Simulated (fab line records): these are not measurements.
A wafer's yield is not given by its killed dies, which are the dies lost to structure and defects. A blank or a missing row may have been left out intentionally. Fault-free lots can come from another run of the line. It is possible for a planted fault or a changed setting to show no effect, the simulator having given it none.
fab line records	flow gf180mcu
record: lots: 24	wafers: 72	lastDay: 34
route steps=602 shown V3@445 M4@457 V4@491 MIM@511
lots that met no fault: taken from a fault-free run of the same line
startH: start of the lot's first displayed wafer, in hours after the record's first day	waitH: time in hours since the lot's previous step	" identical to the entry in the row above	L1.1+2: one row covering several wafers at once	- either no value or no given start	* or withheld: withheld	< > ~ a bound
route shown NAME@n: a module of which the file shows steps, and the number in the route of the first	usual: average and standard deviation across the fault-free wafers	same: alike in all rows	chamber/n: place in a boat	sites: readings site by site	_std_site: their standard deviation	_edge_site: inner sites' mean taken away from outer sites' mean	radiusMm: for every site, how far away it sits from the centre of the wafer	mask NAME#n: copy n	behind: the tool/chamber that last shaped the wafer	hold: reason for holding the lot/hours on hold/outcome of the hold	device: names the non-switching transistor (n, p or np)	end of line: at the end of the route, the tests of the same wafers	for a step that has no rows: nothing shown but its recipe	killed: not the wafer's yield, but the dies lost to structure and defects at the first sort	map: shows each die of a wafer: x if killed, . if not, _ if none is there
set.NAME: the setting as run; set.NAME@STEP: as run at that earlier step	model.NAME: the simulator's own value behind a step, which no gauge read
one table for each step of the route and one row for each wafer, over a sample of lots
services: the hour from which a tool's chamber was out of use, counted from the record's first day as startH (under 0 if before that day), plus the number of hours and why
== steps ==
step: GF_V3_ETCH_16
recipe: chemistry: N2/H2	targetDepthA: withheld	overetchA: withheld	timeS: withheld	target: BARC	ionEnergyEv: 193.5	sourceW: 500	biasW: 100	pressureMtorr: 30	n2FlowSccm: 100	h2FlowSccm: 200
usual: chamberPressureMTorr: 30.006/0.027	drypumpMotorCurrentA: 5.8/0.34	h2FlowSccm: 200.1/0.58	oesProductAu: 0.856/0.0048	throttleValvePct: 13.225/0.0097
lot.wafer	tool	chamber	startH	waitH	chamberPressureMTorr	drypumpMotorCurrentA	h2FlowSccm	oesProductAu	throttleValvePct
L074.1	rieDiel-03	2	515.61	0.0	30.006	6.4	199.3	0.854	13.213
L074.5	"	0	"	"	29.990	6.1	200.2	0.854	13.224
L074.6	"	3	"	"	29.975	5.6	200.3	0.851	13.230
L075.1	rieDiel-03	3	523.15	0.0	30.029	5.6	201.2	0.862	13.251
L075.3	"	0	"	"	29.987	6.2	200.2	0.861	13.226
L075.4	"	3	"	"	30.014	5.6	200.6	0.855	13.230
L076.1	rieDiel-03	0	530.62	0.0	30.064	6.1	200.9	0.856	13.243
L076.3	"	3	"	"	30.007	5.6	200.8	0.853	13.230
L076.6	"	0	"	"	30.003	6.1	201.1	0.855	13.221
L078.1	rieDiel-04	3	552.25	0.0	30.009	5.7	200.0	0.858	13.217
L078.3	"	2	"	"	30.047	5.9	200.4	0.843	13.216
L078.6	"	3	"	"	30.050	5.7	201.3	0.855	13.240
L077.1	rieDiel-01	3	553.07	0.0	30.028	5.7	199.2	0.858	13.240
L077.3	"	2	"	"	29.986	6.0	200.5	0.852	13.212
L077.5	"	0	"	"	30.000	5.7	200.2	0.859	13.226
L079.1	rieDiel-04	3	564.50	0.0	30.053	5.7	200.4	0.861	13.217
L079.5	"	0	"	"	29.969	5.2	199.5	0.843	13.230
L079.6	"	1	"	"	30.014	5.6	200.3	0.850	13.236
L080.3	rieDiel-03	3	573.35	0.0	29.985	5.6	199.7	0.857	13.232
L080.4	"	1	"	"	29.998	5.7	199.1	0.864	13.234
L080.5	"	0	"	"	30.010	6.1	200.4	0.859	13.215
L081.1	rieDiel-01	0	580.32	0.0	29.952	5.7	199.9	0.851	13.234
L081.3	"	2	"	"	30.020	6.0	200.1	0.854	13.222
L081.4	"	3	"	"	29.995	5.7	199.7	0.854	13.225
L082.3	rieDiel-01	1	583.80	0.0	29.989	5.3	199.7	0.853	13.229
L082.4	"	2	"	"	29.967	6.0	200.2	0.854	13.225
L082.6	"	2	"	"	29.980	5.9	200.8	0.860	13.222
L083.2	rieDiel-01	2	594.90	0.0	30.000	5.9	199.8	0.854	13.230
L083.3	"	3	"	"	30.067	5.7	200.0	0.842	13.229
L083.6	"	3	"	"	29.994	5.7	199.2	0.849	13.230
L084.3	rieDiel-03	2	604.97	0.0	29.984	6.4	200.4	0.859	13.228
L084.5	"	0	"	"	30.025	6.2	200.5	0.863	13.219
L084.6	"	1	"	"	29.996	5.6	200.1	0.857	13.219
L085.1	rieDiel-03	1	612.80	0.0	30.005	5.6	200.5	0.856	13.234
L085.3	"	0	"	"	30.000	6.1	199.4	0.847	13.215
L085.6	"	3	"	"	30.019	5.6	199.6	0.860	13.214
L086.2	rieDiel-04	0	618.15	0.0	30.079	5.2	200.1	0.852	13.224
L086.4	"	3	"	"	30.054	5.7	199.7	0.853	13.227
L086.5	"	2	"	"	29.982	5.8	200.4	0.854	13.220
L087.1	rieDiel-04	1	622.65	0.0	30.019	5.7	199.7	0.857	13.208
L087.2	"	0	"	"	30.062	5.2	200.3	0.850	13.233
L087.6	"	2	"	"	30.039	5.9	201.9	0.857	13.231
L088.1	rieDiel-03	2	631.55	0.0	30.032	6.4	199.6	0.860	13.215
L088.2	"	1	"	"	30.009	5.6	200.2	0.860	13.242
L088.4	"	3	"	"	29.997	5.6	199.7	0.861	13.209
L089.2	rieDiel-04	1	640.87	0.0	30.009	5.7	200.1	0.859	13.220
L089.3	"	0	"	"	30.013	5.2	199.5	0.866	13.230
L089.4	"	2	"	"	29.975	5.9	199.0	0.857	13.240
L090.3	rieDiel-03	2	644.76	0.0	29.970	6.4	199.8	0.859	13.232
L090.5	"	3	"	"	30.010	5.6	200.3	0.852	13.221
L090.6	"	2	"	"	29.975	6.4	199.9	0.860	13.212
L091.1	rieDiel-01	1	649.57	0.0	30.039	5.3	199.7	0.855	13.240
L091.4	"	2	"	"	30.026	6.0	200.4	0.857	13.228
L091.6	"	0	"	"	30.016	5.7	199.7	0.856	13.226
L092.1	rieDiel-01	3	656.65	0.0	29.992	5.7	200.2	0.847	13.237
L092.2	"	0	"	"	29.999	5.7	199.3	0.854	13.220
L092.5	"	1	"	"	29.995	5.3	199.4	0.857	13.221
L093.1	rieDiel-03	1	667.35	0.0	30.014	5.7	200.4	0.849	13.214
L093.3	"	2	"	"	29.966	6.5	199.9	0.851	13.236
L093.4	"	3	"	"	30.026	5.6	200.4	0.849	13.233
L094.1	rieDiel-03	2	672.45	0.0	29.995	6.4	199.3	0.856	13.215
L094.3	"	0	"	"	30.020	6.1	200.5	0.857	13.205
L094.4	"	2	"	"	29.960	6.4	200.2	0.856	13.218
L095.3	rieDiel-04	1	678.20	0.0	29.961	5.6	199.5	0.856	13.223
L095.4	"	0	"	"	30.040	5.2	200.4	0.855	13.230
L095.5	"	2	"	"	30.016	5.9	200.4	0.852	13.215
L096.1	rieDiel-04	3	683.40	0.0	30.032	5.7	200.4	0.859	13.231
L096.3	"	0	"	"	30.000	5.2	199.0	0.865	13.242
L096.4	"	2	"	"	30.013	5.9	201.9	0.855	13.234
L097.1	rieDiel-04	0	689.70	0.0	29.983	5.2	200.5	0.863	13.221
L097.5	"	2	"	"	29.982	5.9	200.7	0.850	13.218
L097.6	"	3	"	"	30.029	5.8	200.5	0.851	13.229
step: GF_V3_THK_MEAS_25
recipe: thkMeasGauge: xrf	reads: W_of_V3_CVD_23
usual: V3_W_THK: 334/4.3
lot.wafer	tool	chamber	startH	waitH	V3_W_THK[nm]
L074.1	filmMetro-04	-	516.73	0.1	336
L074.5	"	-	"	"	338
L074.6	"	-	"	"	335
L075.1	filmMetro-01	-	524.27	0.1	339
L075.3	"	-	"	"	333
L075.4	"	-	"	"	336
L076.1	filmMetro-01	-	531.69	0.1	334
L076.3	"	-	"	"	336
L076.6	"	-	"	"	335
L078.1	filmMetro-03	-	553.25	0.1	338
L078.3	"	-	"	"	337
L078.6	"	-	"	"	340
L077.1	filmMetro-04	-	554.07	0.1	327
L077.3	"	-	"	"	325
L077.5	"	-	"	"	337
L079.1	filmMetro-01	-	565.49	0.1	340
L079.5	"	-	"	"	337
L079.6	"	-	"	"	342
L080.3	filmMetro-01	-	574.36	0.1	324
L080.4	"	-	"	"	333
L080.5	"	-	"	"	330
L081.1	filmMetro-04	-	581.33	0.1	331
L081.3	"	-	"	"	332
L081.4	"	-	"	"	326
L082.3	filmMetro-04	-	584.81	0.1	329
L082.4	"	-	"	"	336
L082.6	"	-	"	"	331
L083.2	filmMetro-04	-	595.91	0.1	331
L083.3	"	-	"	"	332
L083.6	"	-	"	"	332
L084.3	filmMetro-04	-	606.02	0.1	328
L084.5	"	-	"	"	322
L084.6	"	-	"	"	325
L085.1	filmMetro-03	-	613.80	0.1	335
L085.3	"	-	"	"	337
L085.6	"	-	"	"	333
L086.2	filmMetro-04	-	619.19	0.1	329
L086.4	"	-	"	"	326
L086.5	"	-	"	"	331
L087.1	filmMetro-01	-	623.65	0.1	339
L087.2	"	-	"	"	343
L087.6	"	-	"	"	340
L088.1	filmMetro-01	-	632.55	0.1	339
L088.2	"	-	"	"	333
L088.4	"	-	"	"	333
L089.2	filmMetro-04	-	641.88	0.1	335
L089.3	"	-	"	"	334
L089.4	"	-	"	"	341
L090.3	filmMetro-03	-	645.77	0.1	332
L090.5	"	-	"	"	336
L090.6	"	-	"	"	339
L091.1	filmMetro-04	-	650.63	0.1	332
L091.4	"	-	"	"	334
L091.6	"	-	"	"	334
L092.1	filmMetro-03	-	657.65	0.1	335
L092.2	"	-	"	"	336
L092.5	"	-	"	"	339
L093.1	filmMetro-01	-	668.34	0.1	328
L093.3	"	-	"	"	330
L093.4	"	-	"	"	328
L094.1	filmMetro-04	-	673.45	0.1	338
L094.3	"	-	"	"	340
L094.4	"	-	"	"	333
L095.3	filmMetro-01	-	679.22	0.1	335
L095.4	"	-	"	"	336
L095.5	"	-	"	"	334
L096.1	filmMetro-04	-	684.42	0.1	333
L096.3	"	-	"	"	335
L096.4	"	-	"	"	326
L097.1	filmMetro-04	-	690.82	0.1	338
L097.5	"	-	"	"	336
L097.6	"	-	"	"	332
step: GF_M4_SPUTTER_01
recipe: material: TiN	targetThkNm: 30	powerW: 6500	timeS: 25	chamberPressurePa: 0.4
usual: cathodeDcPowerW: 6500.1/1.2	throttleValvePct: 29.7/1.2
lot.wafer	tool	chamber	startH	waitH	cathodeDcPowerW	throttleValvePct
L074.1	pvdSputter-04	-	517.20	0.1	6500.6	27.3
L074.5	"	-	"	"	6498.9	29.5
L074.6	"	-	"	"	6501.2	30.7
L075.1	pvdSputter-01	-	524.73	0.1	6500.7	28.2
L075.3	"	-	"	"	6499.7	29.2
L075.4	"	-	"	"	6500.9	30.9
L076.1	pvdSputter-01	-	532.15	0.1	6499.6	30.1
L076.3	"	-	"	"	6500.7	29.4
L076.6	"	-	"	"	6499.9	28.4
L078.1	pvdSputter-01	-	553.71	0.1	6500.1	29.1
L078.3	"	-	"	"	6500.1	28.2
L078.6	"	-	"	"	6499.3	31.2
L077.1	pvdSputter-03	-	554.53	0.1	6499.4	28.8
L077.3	"	-	"	"	6500.2	30.5
L077.5	"	-	"	"	6502.0	30.9
L079.1	pvdSputter-04	-	565.95	0.1	6498.4	30.8
L079.5	"	-	"	"	6502.4	30.7
L079.6	"	-	"	"	6499.7	29.6
L080.3	pvdSputter-04	-	574.80	0.1	6500.6	31.0
L080.4	"	-	"	"	6499.2	30.8
L080.5	"	-	"	"	6501.6	30.6
L081.1	pvdSputter-03	-	581.79	0.1	6500.4	30.1
L081.3	"	-	"	"	6499.3	28.7
L081.4	"	-	"	"	6499.4	30.8
L082.3	pvdSputter-04	-	585.25	0.1	6500.7	30.6
L082.4	"	-	"	"	6498.8	29.4
L082.6	"	-	"	"	6498.4	30.7
L083.2	pvdSputter-04	-	596.36	0.1	6501.7	30.4
L083.3	"	-	"	"	6500.4	30.7
L083.6	"	-	"	"	6501.7	29.6
L084.3	pvdSputter-03	-	606.46	0.1	6500.7	28.6
L084.5	"	-	"	"	6502.3	30.3
L084.6	"	-	"	"	6502.1	29.1
L085.1	pvdSputter-03	-	614.26	0.1	6501.4	30.4
L085.3	"	-	"	"	6499.5	30.5
L085.6	"	-	"	"	6496.7	29.0
L086.2	pvdSputter-04	-	619.64	0.1	6499.2	29.6
L086.4	"	-	"	"	6501.6	30.7
L086.5	"	-	"	"	6499.4	30.3
L087.1	pvdSputter-03	-	624.11	0.1	6500.8	30.6
L087.2	"	-	"	"	6501.2	30.5
L087.6	"	-	"	"	6501.4	30.7
L088.1	pvdSputter-03	-	633.01	0.1	6500.8	30.7
L088.2	"	-	"	"	6498.8	30.6
L088.4	"	-	"	"	6498.1	28.9
L089.2	pvdSputter-04	-	642.33	0.1	6500.8	29.4
L089.3	"	-	"	"	6500.6	30.6
L089.4	"	-	"	"	6499.7	27.5
L090.3	pvdSputter-04	-	646.21	0.1	6500.4	27.2
L090.5	"	-	"	"	6499.1	30.4
L090.6	"	-	"	"	6498.6	29.4
L091.1	pvdSputter-03	-	651.09	0.1	6498.8	30.4
L091.4	"	-	"	"	6501.4	28.8
L091.6	"	-	"	"	6500.3	30.4
L092.1	pvdSputter-04	-	658.11	0.1	6499.4	27.1
L092.2	"	-	"	"	6501.3	30.7
L092.5	"	-	"	"	6499.4	27.1
L093.1	pvdSputter-01	-	668.80	0.1	6501.3	29.2
L093.3	"	-	"	"	6499.3	28.3
L093.4	"	-	"	"	6498.1	30.7
L094.1	pvdSputter-01	-	673.91	0.1	6500.8	28.2
L094.3	"	-	"	"	6500.2	29.1
L094.4	"	-	"	"	6500.2	30.4
L095.3	pvdSputter-04	-	679.66	0.1	6499.2	30.6
L095.4	"	-	"	"	6500.7	29.4
L095.5	"	-	"	"	6499.8	30.8
L096.1	pvdSputter-03	-	684.88	0.1	6499.8	28.8
L096.3	"	-	"	"	6499.7	30.7
L096.4	"	-	"	"	6498.2	30.1
L097.1	pvdSputter-04	-	691.28	0.1	6500.3	30.6
L097.5	"	-	"	"	6500.8	30.5
L097.6	"	-	"	"	6498.5	29.4
step: GF_M4_SPUTTER_04
recipe: material: TiN	targetThkNm: 50	powerW: 6500	timeS: 40.29	chamberPressurePa: 0.4
usual: cathodeDcPowerW: 6499.9/1.1	throttleValvePct: 29.7/1.2
lot.wafer	tool	chamber	startH	waitH	cathodeDcPowerW	throttleValvePct
L074.1	pvdSputter-04	-	517.28	0.0	6500.6	27.4
L074.5	"	-	"	"	6500.3	29.4
L074.6	"	-	"	"	6499.7	30.7
L075.1	pvdSputter-01	-	524.81	0.0	6499.5	28.3
L075.3	"	-	"	"	6498.9	29.4
L075.4	"	-	"	"	6500.2	30.9
L076.1	pvdSputter-01	-	532.23	0.0	6501.4	30.0
L076.3	"	-	"	"	6501.5	29.0
L076.6	"	-	"	"	6498.3	28.3
L078.1	pvdSputter-01	-	553.79	0.0	6499.3	29.0
L078.3	"	-	"	"	6500.1	28.3
L078.6	"	-	"	"	6498.3	30.9
L077.1	pvdSputter-03	-	554.61	0.0	6499.8	28.9
L077.3	"	-	"	"	6500.5	30.8
L077.5	"	-	"	"	6499.5	30.7
L079.1	pvdSputter-04	-	566.04	0.0	6500.1	30.8
L079.5	"	-	"	"	6500.0	30.5
L079.6	"	-	"	"	6500.1	29.5
L080.3	pvdSputter-04	-	574.89	0.0	6498.4	30.7
L080.4	"	-	"	"	6500.7	30.8
L080.5	"	-	"	"	6498.4	30.5
L081.1	pvdSputter-03	-	581.88	0.0	6501.0	30.3
L081.3	"	-	"	"	6498.0	28.8
L081.4	"	-	"	"	6499.8	30.4
L082.3	pvdSputter-04	-	585.34	0.0	6500.1	30.7
L082.4	"	-	"	"	6500.5	29.2
L082.6	"	-	"	"	6500.9	30.7
L083.2	pvdSputter-04	-	596.44	0.0	6499.2	30.7
L083.3	"	-	"	"	6498.4	30.5
L083.6	"	-	"	"	6500.9	29.5
L084.3	pvdSputter-03	-	606.54	0.0	6500.6	28.7
L084.5	"	-	"	"	6500.4	30.6
L084.6	"	-	"	"	6501.4	28.9
L085.1	pvdSputter-03	-	614.34	0.0	6497.9	30.5
L085.3	"	-	"	"	6499.6	30.2
L085.6	"	-	"	"	6501.6	28.8
L086.2	pvdSputter-04	-	619.72	0.0	6500.7	29.5
L086.4	"	-	"	"	6500.5	30.6
L086.5	"	-	"	"	6501.9	30.7
L087.1	pvdSputter-03	-	624.19	0.0	6500.3	30.7
L087.2	"	-	"	"	6499.5	30.4
L087.6	"	-	"	"	6500.5	30.5
L088.1	pvdSputter-03	-	633.09	0.0	6501.7	30.2
L088.2	"	-	"	"	6500.1	30.6
L088.4	"	-	"	"	6499.2	28.9
L089.2	pvdSputter-04	-	642.41	0.0	6500.2	29.5
L089.3	"	-	"	"	6500.4	30.6
L089.4	"	-	"	"	6499.7	27.3
L090.3	pvdSputter-04	-	646.29	0.0	6500.6	27.3
L090.5	"	-	"	"	6499.0	30.7
L090.6	"	-	"	"	6498.5	29.5
L091.1	pvdSputter-03	-	651.17	0.0	6498.4	30.6
L091.4	"	-	"	"	6500.9	28.6
L091.6	"	-	"	"	6500.1	30.6
L092.1	pvdSputter-04	-	658.19	0.0	6502.8	27.2
L092.2	"	-	"	"	6499.9	30.4
L092.5	"	-	"	"	6499.0	27.3
L093.1	pvdSputter-01	-	668.88	0.0	6498.8	29.2
L093.3	"	-	"	"	6500.0	28.2
L093.4	"	-	"	"	6501.8	30.7
L094.1	pvdSputter-01	-	673.99	0.0	6500.5	28.3
L094.3	"	-	"	"	6501.3	29.1
L094.4	"	-	"	"	6499.9	29.9
L095.3	pvdSputter-04	-	679.74	0.0	6500.3	30.6
L095.4	"	-	"	"	6498.6	29.5
L095.5	"	-	"	"	6500.8	30.7
L096.1	pvdSputter-03	-	684.97	0.0	6500.5	29.0
L096.3	"	-	"	"	6498.2	30.4
L096.4	"	-	"	"	6502.1	30.2
L097.1	pvdSputter-04	-	691.36	0.0	6501.0	30.6
L097.5	"	-	"	"	6499.7	30.9
L097.6	"	-	"	"	6497.9	29.5
step: GF_V4_OVL_MEAS_15
usual: V4_OVL: -2/4.6
lot.wafer	tool	chamber	startH	waitH	V4_OVL[nm]
L074.1	overlay-02	-	563.51	0.1	-4
L074.5	"	-	"	"	-7
L074.6	"	-	"	"	-8
L075.1	overlay-01	-	570.56	0.1	-7
L075.3	"	-	"	"	-11
L075.4	"	-	"	"	-4
L076.1	overlay-02	-	578.14	0.1	-6
L076.3	"	-	"	"	-14
L076.6	"	-	"	"	-3
L078.1	overlay-02	-	598.31	0.1	3
L078.3	"	-	"	"	3
L078.6	"	-	"	"	-3
L077.1	overlay-02	-	599.89	0.1	1
L077.3	"	-	"	"	-1
L077.5	"	-	"	"	-3
L079.1	overlay-01	-	609.94	0.1	8
L079.5	"	-	"	"	3
L079.6	"	-	"	"	-3
L080.3	overlay-01	-	618.06	0.1	-4
L080.4	"	-	"	"	-7
L080.5	"	-	"	"	-3
L081.1	overlay-01	-	625.55	0.1	4
L081.3	"	-	"	"	-5
L081.4	"	-	"	"	-2
L082.3	overlay-01	-	628.36	0.1	-6
L082.4	"	-	"	"	-7
L082.6	"	-	"	"	-5
L083.2	overlay-02	-	639.61	0.1	5
L083.3	"	-	"	"	6
L083.6	"	-	"	"	-1
L084.3	overlay-01	-	648.20	0.1	6
L084.5	"	-	"	"	-2
L084.6	"	-	"	"	-5
L085.1	overlay-02	-	655.11	0.1	0
L085.3	"	-	"	"	-3
L085.6	"	-	"	"	1
L086.2	overlay-02	-	660.66	0.1	-3
L086.4	"	-	"	"	-8
L086.5	"	-	"	"	-8
L087.1	overlay-02	-	665.46	0.1	-1
L087.2	"	-	"	"	2
L087.6	"	-	"	"	3
L088.1	overlay-01	-	674.40	0.1	-11
L088.2	"	-	"	"	-3
L088.4	"	-	"	"	-3
L089.2	overlay-01	-	682.36	0.1	-4
L089.3	"	-	"	"	1
L089.4	"	-	"	"	-4
L090.3	overlay-02	-	687.61	0.1	-6
L090.5	"	-	"	"	-5
L090.6	"	-	"	"	-12
L091.1	overlay-01	-	691.44	0.1	0
L091.4	"	-	"	"	1
L091.6	"	-	"	"	2
L092.1	overlay-01	-	698.04	0.1	3
L092.2	"	-	"	"	3
L092.5	"	-	"	"	-3
L093.1	overlay-02	-	707.54	0.1	-1
L093.3	"	-	"	"	-4
L093.4	"	-	"	"	-2
L094.1	overlay-01	-	713.00	0.1	0
L094.3	"	-	"	"	2
L094.4	"	-	"	"	-2
L095.3	overlay-02	-	718.27	0.1	-8
L095.4	"	-	"	"	-6
L095.5	"	-	"	"	-14
L096.1	overlay-01	-	723.21	0.1	-1
L096.3	"	-	"	"	-5
L096.4	"	-	"	"	-4
L097.1	overlay-02	-	729.00	0.1	6
L097.5	"	-	"	"	5
L097.6	"	-	"	"	-2
step: GF_MIM_SPUTTER_08
recipe: material: AlCu	targetThkNm: 200	powerW: 10600	timeS: 10.6	chamberPressurePa: 0.4
usual: cathodeDcPowerW: 10600/2	throttleValvePct: 30.0/1.2
lot.wafer	tool	chamber	startH	waitH	cathodeDcPowerW	throttleValvePct
L074.1	pvdSputter-03	-	565.33	0.0	10601	30.6
L074.5	"	-	"	"	10604	30.5
L074.6	"	-	"	"	10596	30.3
L075.1	pvdSputter-02	-	572.31	0.0	10601	31.4
L075.3	"	-	"	"	10602	29.6
L075.4	"	-	"	"	10603	31.8
L076.1	pvdSputter-04	-	579.89	0.0	10601	30.7
L076.3	"	-	"	"	10600	30.8
L076.6	"	-	"	"	10601	30.7
L078.1	pvdSputter-02	-	600.07	0.0	10599	31.3
L078.3	"	-	"	"	10603	30.0
L078.6	"	-	"	"	10598	29.9
L077.1	pvdSputter-03	-	601.67	0.0	10600	30.3
L077.3	"	-	"	"	10599	28.7
L077.5	"	-	"	"	10601	30.7
L079.1	pvdSputter-04	-	611.69	0.0	10599	30.8
L079.5	"	-	"	"	10597	30.7
L079.6	"	-	"	"	10599	27.2
L080.3	pvdSputter-03	-	619.91	0.0	10603	30.6
L080.4	"	-	"	"	10599	30.4
L080.5	"	-	"	"	10599	30.5
L081.1	pvdSputter-04	-	627.73	0.0	10596	30.4
L081.3	"	-	"	"	10600	30.6
L081.4	"	-	"	"	10597	27.4
L082.3	pvdSputter-04	-	630.19	0.0	10601	27.2
L082.4	"	-	"	"	10599	30.8
L082.6	"	-	"	"	10599	30.9
L083.2	pvdSputter-03	-	641.35	0.0	10600	30.3
L083.3	"	-	"	"	10600	30.7
L083.6	"	-	"	"	10601	30.4
L084.3	pvdSputter-03	-	649.98	0.0	10602	28.7
L084.5	"	-	"	"	10600	30.4
L084.6	"	-	"	"	10600	29.0
L085.1	pvdSputter-03	-	657.32	0.0	10600	30.3
L085.3	"	-	"	"	10599	30.5
L085.6	"	-	"	"	10602	28.6
L086.2	pvdSputter-04	-	662.44	0.0	10603	29.3
L086.4	"	-	"	"	10600	30.7
L086.5	"	-	"	"	10599	29.5
L087.1	pvdSputter-04	-	667.21	0.0	10602	27.3
L087.2	"	-	"	"	10600	30.7
L087.6	"	-	"	"	10598	31.0
L088.1	pvdSputter-03	-	676.15	0.0	10598	30.5
L088.2	"	-	"	"	10602	30.3
L088.4	"	-	"	"	10597	30.7
L089.2	pvdSputter-04	-	684.10	0.0	10601	26.9
L089.3	"	-	"	"	10600	30.5
L089.4	"	-	"	"	10604	30.6
L090.3	pvdSputter-02	-	689.37	0.0	10599	29.9
L090.5	"	-	"	"	10601	31.4
L090.6	"	-	"	"	10605	30.1
L091.1	pvdSputter-04	-	693.18	0.0	10600	30.5
L091.4	"	-	"	"	10600	29.4
L091.6	"	-	"	"	10600	27.1
L092.1	pvdSputter-02	-	699.78	0.0	10601	29.9
L092.2	"	-	"	"	10603	30.1
L092.5	"	-	"	"	10602	29.9
L093.1	pvdSputter-02	-	709.29	0.0	10602	30.2
L093.3	"	-	"	"	10596	31.8
L093.4	"	-	"	"	10601	31.2
L094.1	pvdSputter-02	-	714.75	0.0	10605	31.7
L094.3	"	-	"	"	10603	30.1
L094.4	"	-	"	"	10598	31.8
L095.3	pvdSputter-02	-	720.02	0.0	10598	30.4
L095.4	"	-	"	"	10598	31.9
L095.5	"	-	"	"	10600	30.1
L096.1	pvdSputter-04	-	724.96	0.0	10596	30.7
L096.3	"	-	"	"	10599	30.8
L096.4	"	-	"	"	10596	29.6
L097.1	pvdSputter-03	-	730.77	0.0	10600	30.1
L097.5	"	-	"	"	10600	28.9
L097.6	"	-	"	"	10601	30.6
== services ==
tool	chamber	startH	hours	kind
rieDiel-03	0	492.87	15.2	repair
rieDiel-04	2	516.65	9.3	repair
rieDiel-04	1	518.79	5.5	repair
rieDiel-04	-	550.78	0.6	repair
rieDiel-01	0	561.56	8.8	repair
rieDiel-01	2	563.05	5.8	repair
pvdSputter-04	2	566.08	-	consumableReplace:kit
pvdSputter-04	2	566.08	18.0	scheduledDown
pvdSputter-04	2	566.08	18.0	ventCycle
pvdSputter-04	-	566.72	5.2	repair
rieDiel-04	-	569.40	1.0	repair
pvdSputter-02	-	579.16	1.7	repair
pvdSputter-03	-	586.59	6.1	repair
rieDiel-04	3	587.40	4.9	repair
rieDiel-01	0	601.56	4.1	repair
rieDiel-01	2	604.35	9.4	repair
pvdSputter-03	3	611.56	-	consumableReplace:kit
pvdSputter-03	3	611.56	18.0	scheduledDown
rieDiel-03	2	655.48	8.5	repair
rieDiel-03	1	672.29	3.1	repair
pvdSputter-04	1	683.37	-	consumableReplace:kit
pvdSputter-04	1	683.37	18.0	scheduledDown
pvdSputter-04	1	683.37	18.0	ventCycle
rieDiel-01	2	699.62	12.5	repair
== key ==
fault none
